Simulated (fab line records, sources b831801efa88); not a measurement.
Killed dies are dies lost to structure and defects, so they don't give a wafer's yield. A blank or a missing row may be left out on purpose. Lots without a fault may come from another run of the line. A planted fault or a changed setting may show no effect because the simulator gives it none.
A struck lot beside a sound one | flow sky130 | 17 steps out of a route of 708
Sound: wafers L330.1, L330.2, L330.6. Struck: wafers L343.2, L343.6. (L343.4 of the same lot was not struck and is left out.) The cause comes at the end.
At each step with rows: each side's tool, then ch and its chambers, then its first start. Under that, the readings that differ: sound wafers | struck wafers | difference of the means | sigmas: that difference in standard deviations of wafers without a fault.
alike: readings whose means differ by less than 2 such deviations, and words and numbers that are the same on both sides. not compared: withheld readings, readings that some wafer has no value for, bounds like >300 that may hide the same value, and numbers for which the record gives no deviation and whose values overlap.
The two part at a step that has a row with sigmas, a row that says differs or no value, or rows on one side only. Numbers that don't overlap but have no deviation are shown without sigmas and don't part them. A reading that every wafer of one side lacks parts them only if that side has two wafers or more.

SKY_METAL2_THK_MEAS_06: measures by xrf.
  sound on film_metro-04, day 35 15:18; struck on film_metro-02, day 39 20:23
  alike: METAL2_ALCU_THK
then, 8 steps without rows for these wafers: SKY_METAL2_DEHYDRATE_07 (time 60 s); SKY_METAL2_HMDS_08 (prime time 60 s); SKY_METAL2_COAT_09 (resist thk 60 nm); SKY_METAL2_COAT_10 (resist thk 450 nm); SKY_METAL2_SOFTBAKE_11 (time 90 s); SKY_METAL2_EXPOSE_12 (exposes mask MM2, target cd 140 nm); SKY_METAL2_PEB_13; SKY_METAL2_DEVELOP_14 (develop time 60 s).
SKY_METAL2_CD_MEAS_15: target cd 140 nm.
  sound on cd_sem-01, day 36 17:23; struck on cd_sem-01, day 40 21:11
  alike: cd_nm
SKY_METAL2_OVL_MEAS_16:
  sound on overlay-02, day 36 17:31; struck on overlay-02, day 40 21:18
  alike: METAL2_OVL
SKY_METAL2_DESCUM_17: chemistry O2, time 8 s.
  sound on rie_metal-03 ch 0,1, day 36 17:33; struck on rie_metal-03 ch 1, day 40 21:20
  alike: chamber_pressure_mTorr, drypump_motor_current_A, oes_product_au
  not compared: rf_hours_counter_h
SKY_METAL2_ETCH_18: etches BARC in N2/H2, stops on SiO2, time 45.9 s, target depth 60 nm.
  sound on rie_metal-03 ch 0,1, day 36 17:35; struck on rie_metal-03 ch 1, day 40 21:22
  reading                                       | sound           | struck      | difference | sigmas
  model.KrF-thick_of_METAL2_COAT_10.thk_nm (nm) | 393 392.8 392.5 | 376.7 377.4 | -15.7      |
  model.METAL2.cd_nm (nm)                       | 139.1 140.5 140 | 135.8 136.3 | -3.8       |
  alike: chamber_pressure_mTorr, drypump_motor_current_A, oes_product_au, throttle_valve_pct
  not compared: rf_hours_counter_h
SKY_METAL2_METAL_ETCH_19: etches the open film in Cl2/BCl3, stops on SiO2, target depth 360 nm, time 78 s.
  sound on rie_metal-03 ch 0,1, day 36 17:38; struck on rie_metal-03 ch 1, day 40 21:25
  reading                                       | sound             | struck    | difference | sigmas
  model.KrF-thick_of_METAL2_COAT_10.thk_nm (nm) | 153.1 156.7 154.2 | 142.9 142 | -12.2      |
  alike: chamber_pressure_mTorr, drypump_motor_current_A, oes_product_au, throttle_valve_pct
  not compared: rf_hours_counter_h
SKY_METAL2_STRIP_20: strips in O2/N2.
  sound on plasma_asher-01 ch 0,1, day 36 17:44; struck on plasma_asher-04 ch 1, day 40 21:31
  reading                      | sound          | struck    | difference | sigmas
  strip_time_to_endpoint_s (s) | 2.65 2.67 2.64 | 2.52 2.51 | -0.14      | -4
  alike: chamber_pressure_mTorr, drypump_motor_current_A, oes_product_au
  not compared: rf_hours_counter_h
then, 2 steps without rows for these wafers: SKY_METAL2_STRIP_21 (strips in post etch residue remover, time 1200 s); SKY_PAD_OPEN_PROBE_99.

WHERE THEY PART
Only at SKY_METAL2_STRIP_20, within this record.

WHY: what the simulator had put in
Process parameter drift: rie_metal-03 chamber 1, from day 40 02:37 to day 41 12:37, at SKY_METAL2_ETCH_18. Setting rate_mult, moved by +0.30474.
